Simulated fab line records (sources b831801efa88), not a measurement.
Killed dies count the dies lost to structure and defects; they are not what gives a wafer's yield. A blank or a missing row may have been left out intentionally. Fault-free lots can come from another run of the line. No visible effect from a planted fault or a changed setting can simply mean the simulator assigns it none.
One fault through the eyes of 2 desks :: flow gf180mcu :: what lay behind the numbers comes last; until then each desk has only its own

== METROLOGY DESK ==
Means of the sampled wafers that have a number, per lot and without regard to the tool the lot ran on: this is what the gauges read. The brackets show how far a lot's mean lies from the usual mean; more than 4 standard deviations puts the lot out of limits, marked OUT.
Columns: A = cdNm at GF_SAB_CD_MEAS_09, usual 419.8 nm; B = CONTACT_OVL at GF_CONTACT_OVL_MEAS_15, usual 2 nm; C = V1_CVD_00_THK at GF_V1_THK_MEAS_01, usual 601 nm
lot: L660
first seen here: day 15 10:10
A: 418.0
B: -7
C: 603

lot: L661
first seen here: day 15 17:06
A: 419.3
B: 10
C: 604

lot: L662
first seen here: day 16 03:52
A: 421.1
B: 6
C: 603

lot: L663
first seen here: day 16 06:52
A: 418.9
B: -4
C: 603

lot: L666
first seen here: day 17 00:59
A: 418.6
B: 6
C: 598

lot: L667
first seen here: day 17 18:00
A: 422.2
B: -1
C: 608

lot: L668
first seen here: day 18 04:03
A: 420.3
B: 8
C: 601

lot: L670
first seen here: day 18 18:54
A: 421.3
B: 3
C: 596

lot: L672
first seen here: day 19 16:33
A: 419.0
B: -1
C: 304 (-51) OUT

lot: L673
first seen here: day 20 05:19
A: 418.0
B: -2
C: 300 (-52) OUT

lot: L675
first seen here: day 20 14:56
A: 420.8
B: 4
C: 606

lot: L682
first seen here: day 22 22:10
A: 419.2
B: 11
C: 601

lot: L683
first seen here: day 23 03:46
A: 418.1
B: -1
C: 605
This desk's result: L672, L673 out of limits, first on L672 (V1_CVD_00_THK at GF_V1_THK_MEAS_01), day 21 20:25. In limits: L660, L661, L662, L663, L666, L667, L668, L670, L675, L682, L683.

== FOR THE TOOL OWNER'S DESK: hdpcvd-02 ==
The tool's own readings at GF_V1_CVD_00 (deposits SiO2, target thk 600 nm, time 100 s): means of the sampled wafers that have a number, for each lot that ran on this tool. The brackets show how far a lot's mean lies from the usual mean; more than 4 standard deviations puts the lot out of limits, marked OUT.
Columns: A = sih4FlowSccm at GF_V1_CVD_00, usual 60.02 sccm
lot: L661
first seen here: day 17 16:59
A: 60.01

lot: L662
first seen here: day 18 04:58
A: 59.98

lot: L663
first seen here: day 18 09:13
A: 60.13

lot: L668
first seen here: day 20 08:46
A: 59.94

lot: L670
first seen here: day 20 23:49
A: 60.14

lot: L672
first seen here: day 21 20:20
A: 30.11 (-99 or more) OUT

lot: L673
first seen here: day 22 08:16
A: 30.02 (-99 or more) OUT

lot: L682
first seen here: day 24 22:32
A: 59.98
This desk's verdict: out of limits on L672, L673, starting with L672 at day 21 20:20 (sih4FlowSccm at GF_V1_CVD_00). In limits: L661, L662, L663, L668, L670, L682.

== PUT TOGETHER ==
On L672, L673, at day 21 20:20, an alarm was possible from the tool owner's desk.
At day 21 20:25 the metrology desk could have sounded an alarm, on L672, L673.
On hdpcvd-02, each named lot ran GF_V1_CVD_00.

== WHAT WAS PUT IN BY THE SIMULATOR ==
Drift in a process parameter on hdpcvd-02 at GF_V1_CVD_00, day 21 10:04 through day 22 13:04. Setting sih4FlowSccm, moved by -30, from 60. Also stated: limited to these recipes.
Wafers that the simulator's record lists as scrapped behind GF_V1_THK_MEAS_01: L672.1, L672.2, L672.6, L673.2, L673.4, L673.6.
Struck lots among those shown: L672, L673.
Delay (hours) between the fault's onset and each desk's first out-of-limits reading: 10 at the tool owner's desk, 10 at the metrology desk.
